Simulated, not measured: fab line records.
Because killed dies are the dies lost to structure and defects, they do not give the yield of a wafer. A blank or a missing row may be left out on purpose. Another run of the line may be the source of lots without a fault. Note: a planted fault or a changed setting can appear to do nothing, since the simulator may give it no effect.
Problem report in the 8D (eight disciplines) form, filled by code :: flow gf180mcu :: the parts of the form that need people (team, actions taken, sign-off) are left out

## 1. THE PROBLEM
Mean of cd-nm at GF_M1_CD_MEAS_14: 193.6 nm over 3 wafers from 1 lot, against 229.5 nm (standard deviation 1) on wafers with no fault. Relative to the usual mean, that is a shift of -36 standard deviations.
The step: target cd 230 nm.
First observed at day 22 19:45: wafer L651.1, on cd-sem-01. The record has a number at this step for 36 wafers belonging to 12 lots. Rule for "out" (also "out of limits"): further than 4 standard deviations from the usual mean. The rest of the wafers with a number are treated as sound.

## 2. WHAT IT IS; WHAT IT IS NOT
question: which readings at this step
is: cd-nm
is not: -

question: which lots
is: L651
is not: L636, L637, L641, L642, L644, L645, L648, L653, L654, L658, L659

question: which wafers of those lots
is: all that have a number
is not: -

question: read on which gauges
is: cd-sem-01
is not: cd-sem-02

question: when
is: from day 22 19:45
is not: up to then (21 sound wafers); but 12 sound wafers of L653, L654, L658, L659 came after

## 3. WHAT RULES OUT EACH SUSPECT
Counting: a tool at any process step up to the reading remains a suspect when it ran all the lots that are out and ran no sound lot after the first of those.
- the gauge at GF_M1_CD_MEAS_14 has been ruled out. All the wafers that are out were read on cd-sem-01, but those of them that GF_M1_EXPOSE_11 has rows for are out there too, on other tools.
- pvd-sputter-02 at GF_CONTACT_SPUTTER_22 (material Ti, target thk 15 nm, time 80.02 s): ruled out as a lasting fault. The sound lots L654, L658 went through it after L651, its earliest lot that is out (day 21 18:40).
- cmp-01 at GF_CONTACT_CMP_27 (polishes, stops on SiO2, t overpolish 15 s, target thk 0 nm): ruled out as a lasting fault. The sound lots L653, L654, L658, L659 went through it after L651, its earliest lot that is out (day 21 19:19).
- krf-scanner-01 at GF_M1_EXPOSE_11 (exposes mask Metal1, target cd 230 nm): ruled out as a lasting fault. The sound lots L658, L659 went through it after L651, its earliest lot that is out (day 22 07:51).
Left after counting: nothing in the record.

## 4. THE CAUSE (what the simulator had put in)
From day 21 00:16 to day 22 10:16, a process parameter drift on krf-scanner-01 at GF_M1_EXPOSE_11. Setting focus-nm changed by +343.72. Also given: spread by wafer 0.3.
It was ruled out by counting, in error; the rule expects a fault to strike all lots run on its tool from its start on, and this fault did not.

## 5. THE EFFECT CHAIN, in route order
Rows list readings where the struck wafers' mean (over those with a number) sits beyond 3 standard deviations from the usual. Readings are gone through only where the record gives a usual standard deviation; hours: the median, over the lots, of the time from a lot's start at the first step in this table giving one to that lot's start at this step; sigmas: the change measured in usual standard deviations.
hours: 0
step: GF_M1_EXPOSE_11
reading: exposure-dose-mJ-cm2
usual: 27.953
on struck wafers: 26.494
change: -1.459
sigmas: -50

hours: 12
step: GF_M1_CD_MEAS_14
reading: cd-nm
usual: 229.5 nm
on struck wafers: 193.6
change: -35.9
sigmas: -36

hours: 264
step: GF_PASSIVATION_PROBE_99
reading: defect-limited-yield
usual: 90.2 %
on struck wafers: 65.0
change: -25.2
sigmas: -17

hours: 264
step: GF_PASSIVATION_PROBE_99
reading: killed_at_M0_to_M3
usual: 21
on struck wafers: 146
change: +125
sigmas: +26

hours: 264
step: GF_PASSIVATION_PROBE_99
reading: killed-dies
usual: 48
on struck wafers: 172
change: +124
sigmas: +17

hours: 264
step: GF_PASSIVATION_PROBE_99
reading: killed-on-rim
usual: 9.7
on struck wafers: 32.7
change: +23.0
sigmas: +8.2

hours: 264
step: GF_PASSIVATION_PROBE_99
reading: sort_bin_5_function
usual: 5.8 %
on struck wafers: 30.1
change: +24.3
sigmas: +22

hours: 264
step: GF_PASSIVATION_PROBE_99
reading: sort-n-pass
usual: 444
on struck wafers: 320
change: -124
sigmas: -17

hours: 264
step: GF_PASSIVATION_PROBE_99
reading: sort-yield-pct
usual: 90.2 %
on struck wafers: 65.0
change: -25.2
sigmas: -17
Its process steps:
- GF_M1_EXPOSE_11: exposes mask Metal1, target cd 230 nm.
- GF_PASSIVATION_PROBE_99

## 6. HOW IT WOULD HAVE BEEN CAUGHT EARLIER
43 hours passed between the start of the fault at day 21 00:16 and the first reading out of limits at a measuring or inspecting step in this record, taken at day 22 19:45.
At GF_M1_EXPOSE_11, the tool's own readings (exposure-dose-mJ-cm2) were out on each struck wafer the step has a row for, so an alarm limit on them would have fired on the first such wafer.
